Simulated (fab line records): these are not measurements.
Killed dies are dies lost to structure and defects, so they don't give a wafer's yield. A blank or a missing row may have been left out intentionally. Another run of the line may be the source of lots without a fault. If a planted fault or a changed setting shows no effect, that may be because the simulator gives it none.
Chamber matching ; flow gf180mcu ; GF_CONTACT_CMP_04 on cmp-02 has 4 sister chambers
The step polishes SiO2. 16 wafers are shown with their chamber, then 8 later ones without.

## WAFERS, EACH WITH ITS CHAMBER
wafer;chamber;time-to-endpoint-s (s);motor-current-A (A);head-pressure-psi (psi)
L327.3;0;115;11.2;4.005
L327.4;1;114;12.3;3.992
L327.5;2;113;12.0;4.008
L329.3;2;102;11.9;4.002
L329.4;3;110;11.4;3.980
L329.6;1;108;10.9;4.001
L328.2;0;116;12.1;3.992
L328.4;1;119;11.8;4.021
L328.5;2;119;11.4;4.000
L336.1;1;106;11.5;3.997
L336.5;1;120;11.4;3.997
L336.6;2;116;12.0;3.994
L339.2;3;101;11.4;4.007
L339.3;2;101;12.1;4.004
L339.4;1;111;12.0;4.008
L340.1;2;106;11.5;4.018

SIGNATURES (averages over the wafers above)
reading;chamber 0;chamber 1;chamber 2;chamber 3;scatter within a chamber
time-to-endpoint-s;115.50;113.00;109.50;105.50;6.39
motor-current-A;11.650;11.650;11.817;11.400;0.413
head-pressure-psi;3.99850;4.00267;4.00433;3.99350;0.0105
Rule: a wafer lies at a distance from a chamber equal to the root of the sum of squares, over the readings, of (its reading less the chamber's mean, divided by the reading's scatter). If the next closest chamber is less than 2 further off than the closest, the wafer can't be placed; otherwise it belongs to the closest. The scatter: the root of (the sum of the squares of (reading less its chamber's mean) over the shown wafers, divided by (wafers less chambers)).

## WAFERS WITH NO CHAMBER GIVEN
wafer;time-to-endpoint-s (s);motor-current-A (A);head-pressure-psi (psi)
L340.2;115;11.7;4.003
L340.3;113;11.2;4.003
L343.1;114;11.2;4.004
L343.2;109;11.8;4.013
L343.4;122;10.8;4.012
L347.2;104;11.4;4.004
L347.4;117;11.1;4.003
L347.5;107;11.9;4.003

## WHICH CHAMBER EACH ONE RAN IN
wafer;from the rows above;in truth
L340.2;can't be placed: 1 or 0 or 2 or 3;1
L340.3;can't be placed: 1 or 0 or 3 or 2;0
L343.1;can't be placed: 1 or 0 or 2 or 3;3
L343.2;can't be placed: 2 or 1 or 0 or 3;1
L343.4;can't be placed: 0 or 1 or 2 or 3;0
L347.2;can't be placed: 3 or 2 or 1 or 0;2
L347.4;can't be placed: 0 or 1 or 2 or 3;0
L347.5;can't be placed: 2 or 1 or 0 or 3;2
Correctly placed: 0 of 8. Not placeable from these rows: 8 (in 8, the candidates include the true chamber). Wrongly placed: 0.
